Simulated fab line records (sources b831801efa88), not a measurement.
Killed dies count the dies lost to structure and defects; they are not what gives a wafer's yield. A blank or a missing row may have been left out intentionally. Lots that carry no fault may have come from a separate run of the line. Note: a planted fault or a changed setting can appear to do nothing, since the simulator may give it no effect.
What tool caused it? / flow sky130 / 39 wafers from 13 lots sampled at 4 of the route's 708 steps

## WHAT THE GAUGES READ, wafer by wafer
SKY_PASSIVATION_THK_MEAS_03. Usual: for PASSIVATION_CVD_02_THK the level is 539 nm and the standard deviation is 7.4.
lot=L422; measured=day 43 22:46; on=filmMetro-03; PASSIVATION_CVD_02_THK (nm)=538 545 544; flag=
lot=L423; measured=day 44 06:31; on=filmMetro-02; PASSIVATION_CVD_02_THK (nm)=540 541 539; flag=
lot=L424; measured=day 44 14:16; on=filmMetro-02; PASSIVATION_CVD_02_THK (nm)=535 539 557; flag=
lot=L425; measured=day 44 17:19; on=filmMetro-03; PASSIVATION_CVD_02_THK (nm)=517 525 531; flag=
lot=L427; measured=day 45 06:19; on=filmMetro-01; PASSIVATION_CVD_02_THK (nm)=541 527 537; flag=
lot=L428; measured=day 45 16:41; on=filmMetro-02; PASSIVATION_CVD_02_THK (nm)=535 532 548; flag=
lot=L429; measured=day 45 21:13; on=filmMetro-02; PASSIVATION_CVD_02_THK (nm)=533 541 538; flag=
lot=L430; measured=day 46 09:00; on=filmMetro-01; PASSIVATION_CVD_02_THK (nm)=540 543 536; flag=
lot=L431; measured=day 46 14:48; on=filmMetro-01; PASSIVATION_CVD_02_THK (nm)=537 539 551; flag=
lot=L432; measured=day 46 21:25; on=filmMetro-03; PASSIVATION_CVD_02_THK (nm)=525 540 532; flag=
lot=L440; measured=day 48 17:03; on=filmMetro-01; PASSIVATION_CVD_02_THK (nm)=542 540 549; flag=
lot=L441; measured=day 48 17:22; on=filmMetro-01; PASSIVATION_CVD_02_THK (nm)=527 538 527; flag=
lot=L442; measured=day 48 19:35; on=filmMetro-02; PASSIVATION_CVD_02_THK (nm)=539 543 540; flag=

## WHAT TOOL EACH LOT RAN ON (gives the tool, then ch and the chambers of the sampled wafers, and finally the start)
lot=L422; SKY_FIELD_ISO_ETCH_14=rieDiel-02 ch 0,1,3, day 2 06:34; SKY_METAL5_SPUTTER_02=pvdSputter-03, day 42 22:43; SKY_PASSIVATION_CVD_00=pecvd-03 ch 0,2, day 43 22:28
lot=L423; SKY_FIELD_ISO_ETCH_14=rieDiel-03 ch 0,2,3, day 2 10:55; SKY_METAL5_SPUTTER_02=pvdSputter-02, day 43 07:17; SKY_PASSIVATION_CVD_00=pecvd-02 ch 0,1, day 44 06:11
lot=L424; SKY_FIELD_ISO_ETCH_14=rieDiel-03 ch 1,3, day 2 16:58; SKY_METAL5_SPUTTER_02=pvdSputter-03, day 43 16:11; SKY_PASSIVATION_CVD_00=pecvd-02 ch 0,1,2, day 44 13:57
lot=L425; SKY_FIELD_ISO_ETCH_14=rieDiel-01 ch 0,1,2, day 2 19:58; SKY_METAL5_SPUTTER_02=pvdSputter-03, day 43 18:07; SKY_PASSIVATION_CVD_00=pecvd-01 ch 0,2, day 44 17:00
lot=L427; SKY_FIELD_ISO_ETCH_14=rieDiel-01 ch 0,1, day 3 06:28; SKY_METAL5_SPUTTER_02=pvdSputter-02, day 44 07:26; SKY_PASSIVATION_CVD_00=pecvd-03 ch 0,1, day 45 06:00
lot=L428; SKY_FIELD_ISO_ETCH_14=rieDiel-03 ch 1,2,3, day 3 12:04; SKY_METAL5_SPUTTER_02=pvdSputter-01, day 44 16:59; SKY_PASSIVATION_CVD_00=pecvd-01 ch 0,1,2, day 45 16:23
lot=L429; SKY_FIELD_ISO_ETCH_14=rieDiel-02 ch 1,2, day 3 17:16; SKY_METAL5_SPUTTER_02=pvdSputter-03, day 44 21:50; SKY_PASSIVATION_CVD_00=pecvd-03 ch 0,1,2, day 45 20:55
lot=L430; SKY_FIELD_ISO_ETCH_14=rieDiel-02 ch 1,2, day 3 23:16; SKY_METAL5_SPUTTER_02=pvdSputter-03, day 45 11:17; SKY_PASSIVATION_CVD_00=pecvd-03 ch 0,1,2, day 46 08:41
lot=L431; SKY_FIELD_ISO_ETCH_14=rieDiel-03 ch 1,2, day 4 04:10; SKY_METAL5_SPUTTER_02=pvdSputter-03, day 45 17:23; SKY_PASSIVATION_CVD_00=pecvd-02 ch 0,1,2, day 46 14:30
lot=L432; SKY_FIELD_ISO_ETCH_14=rieDiel-03 ch 1,2, day 4 09:01; SKY_METAL5_SPUTTER_02=pvdSputter-03, day 45 23:28; SKY_PASSIVATION_CVD_00=pecvd-01 ch 1,2, day 46 21:06
lot=L440; SKY_FIELD_ISO_ETCH_14=rieDiel-03 ch 0,2, day 6 02:34; SKY_METAL5_SPUTTER_02=pvdSputter-03, day 47 20:57; SKY_PASSIVATION_CVD_00=pecvd-03 ch 0,2, day 48 16:45
lot=L441; SKY_FIELD_ISO_ETCH_14=rieDiel-02 ch 0,2, day 6 07:46; SKY_METAL5_SPUTTER_02=pvdSputter-01, day 47 21:11; SKY_PASSIVATION_CVD_00=pecvd-01 ch 0,1,2, day 48 17:03
lot=L442; SKY_FIELD_ISO_ETCH_14=rieDiel-03 ch 0,1,2, day 6 13:09; SKY_METAL5_SPUTTER_02=pvdSputter-02, day 47 22:44; SKY_PASSIVATION_CVD_00=pecvd-01 ch 0,1, day 48 19:16
- SKY_FIELD_ISO_ETCH_14: etches BARC in N2/H2, stops on SiO2, time 45.9 s, target depth 60 nm.
- SKY_METAL5_SPUTTER_02: material AlCu, target thk 1150 nm, time 61.2 s.
- SKY_PASSIVATION_CVD_00: deposits SiO2, target thk 90 nm.

## AS READ BY THE TOOLS THEMSELVES (means over the sampled wafers that have a number; for cases with no such wafer, the mark the record gives instead)
SKY_FIELD_ISO_ETCH_14. Usual: drypumpMotorCurrentA 5.8 A, standard deviation 0.31; oesProductAu 0.856 a.u., standard deviation 0.005; throttleValvePct 13.225 %, standard deviation 0.0094.
lot=L422; tool=rieDiel-02; drypumpMotorCurrentA (A)=5.6; oesProductAu (a.u.)=0.853; throttleValvePct (%)=13.218; flag=
lot=L423; tool=rieDiel-03; drypumpMotorCurrentA (A)=5.8; oesProductAu (a.u.)=0.859; throttleValvePct (%)=13.215; flag=
lot=L424; tool=rieDiel-03; drypumpMotorCurrentA (A)=5.9; oesProductAu (a.u.)=0.859; throttleValvePct (%)=13.231; flag=
lot=L425; tool=rieDiel-01; drypumpMotorCurrentA (A)=5.8; oesProductAu (a.u.)=0.860; throttleValvePct (%)=13.229; flag=
lot=L427; tool=rieDiel-01; drypumpMotorCurrentA (A)=5.9; oesProductAu (a.u.)=0.852; throttleValvePct (%)=13.219; flag=
lot=L428; tool=rieDiel-03; drypumpMotorCurrentA (A)=5.7; oesProductAu (a.u.)=0.856; throttleValvePct (%)=13.235; flag=
lot=L429; tool=rieDiel-02; drypumpMotorCurrentA (A)=5.5; oesProductAu (a.u.)=0.851; throttleValvePct (%)=13.225; flag=
lot=L430; tool=rieDiel-02; drypumpMotorCurrentA (A)=5.5; oesProductAu (a.u.)=0.856; throttleValvePct (%)=13.212; flag=
lot=L431; tool=rieDiel-03; drypumpMotorCurrentA (A)=5.6; oesProductAu (a.u.)=0.853; throttleValvePct (%)=13.226; flag=
lot=L432; tool=rieDiel-03; drypumpMotorCurrentA (A)=5.4; oesProductAu (a.u.)=0.852; throttleValvePct (%)=13.223; flag=
lot=L440; tool=rieDiel-03; drypumpMotorCurrentA (A)=5.8; oesProductAu (a.u.)=0.857; throttleValvePct (%)=13.230; flag=
lot=L441; tool=rieDiel-02; drypumpMotorCurrentA (A)=5.3; oesProductAu (a.u.)=0.854; throttleValvePct (%)=13.218; flag=
lot=L442; tool=rieDiel-03; drypumpMotorCurrentA (A)=5.7; oesProductAu (a.u.)=0.861; throttleValvePct (%)=13.228; flag=

SKY_METAL5_SPUTTER_02. Usual: cathodeDcPowerW 10600 W, standard deviation 1.8; throttleValvePct 30.1 %, standard deviation 0.9.
lot=L422; tool=pvdSputter-03; cathodeDcPowerW (W)=10600; throttleValvePct (%)=29.8; flag=
lot=L423; tool=pvdSputter-02; cathodeDcPowerW (W)=10599; throttleValvePct (%)=30.5; flag=
lot=L424; tool=pvdSputter-03; cathodeDcPowerW (W)=10600; throttleValvePct (%)=29.9; flag=
lot=L425; tool=pvdSputter-03; cathodeDcPowerW (W)=10601; throttleValvePct (%)=30.3; flag=
lot=L427; tool=pvdSputter-02; cathodeDcPowerW (W)=10601; throttleValvePct (%)=30.5; flag=
lot=L428; tool=pvdSputter-01; cathodeDcPowerW (W)=10601; throttleValvePct (%)=29.2; flag=
lot=L429; tool=pvdSputter-03; cathodeDcPowerW (W)=10600; throttleValvePct (%)=30.2; flag=
lot=L430; tool=pvdSputter-03; cathodeDcPowerW (W)=10601; throttleValvePct (%)=30.3; flag=
lot=L431; tool=pvdSputter-03; cathodeDcPowerW (W)=10601; throttleValvePct (%)=30.7; flag=
lot=L432; tool=pvdSputter-03; cathodeDcPowerW (W)=10601; throttleValvePct (%)=30.7; flag=
lot=L440; tool=pvdSputter-03; cathodeDcPowerW (W)=10602; throttleValvePct (%)=30.3; flag=
lot=L441; tool=pvdSputter-01; cathodeDcPowerW (W)=10601; throttleValvePct (%)=29.2; flag=
lot=L442; tool=pvdSputter-02; cathodeDcPowerW (W)=10599; throttleValvePct (%)=30.6; flag=

SKY_PASSIVATION_CVD_00. Usual: heaterPowerOuterW 396 W, standard deviation 53; heaterPowerW 684 W, standard deviation 93.
lot=L422; tool=pecvd-03; heaterPowerOuterW (W)=414; heaterPowerW (W)=753; flag=
lot=L423; tool=pecvd-02; heaterPowerOuterW (W)=353; heaterPowerW (W)=587; flag=
lot=L424; tool=pecvd-02; heaterPowerOuterW (W)=311; heaterPowerW (W)=529; flag=
lot=L425; tool=pecvd-01; heaterPowerOuterW (W)=379; heaterPowerW (W)=674; flag=
lot=L427; tool=pecvd-03; heaterPowerOuterW (W)=417; heaterPowerW (W)=770; flag=
lot=L428; tool=pecvd-01; heaterPowerOuterW (W)=422; heaterPowerW (W)=729; flag=
lot=L429; tool=pecvd-03; heaterPowerOuterW (W)=419; heaterPowerW (W)=756; flag=
lot=L430; tool=pecvd-03; heaterPowerOuterW (W)=417; heaterPowerW (W)=751; flag=
lot=L431; tool=pecvd-02; heaterPowerOuterW (W)=331; heaterPowerW (W)=548; flag=
lot=L432; tool=pecvd-01; heaterPowerOuterW (W)=385; heaterPowerW (W)=656; flag=
lot=L440; tool=pecvd-03; heaterPowerOuterW (W)=478; heaterPowerW (W)=811; flag=
lot=L441; tool=pecvd-01; heaterPowerOuterW (W)=402; heaterPowerW (W)=694; flag=
lot=L442; tool=pecvd-01; heaterPowerOuterW (W)=425; heaterPowerW (W)=707; flag=

## THE ANSWER, worked out from the rows above alone
Rule: lot off if the mean of its wafers having a number is beyond 3 standard deviations from the usual mean. Also off: a lot with no number at a reading for which 4 or more lots have one. Any other lot the step has rows for is counted as sound. After the gauges, taken in route order, come the tools' own readings; for these a lot's mean is taken, as printed above. The first step at which some lot is off is used, and at that step the reading that is off furthest; a lot without a number counts as furthest.
None of the lots is off at any reading shown; this tells nothing.

## WHAT THE SIMULATOR PUT IN
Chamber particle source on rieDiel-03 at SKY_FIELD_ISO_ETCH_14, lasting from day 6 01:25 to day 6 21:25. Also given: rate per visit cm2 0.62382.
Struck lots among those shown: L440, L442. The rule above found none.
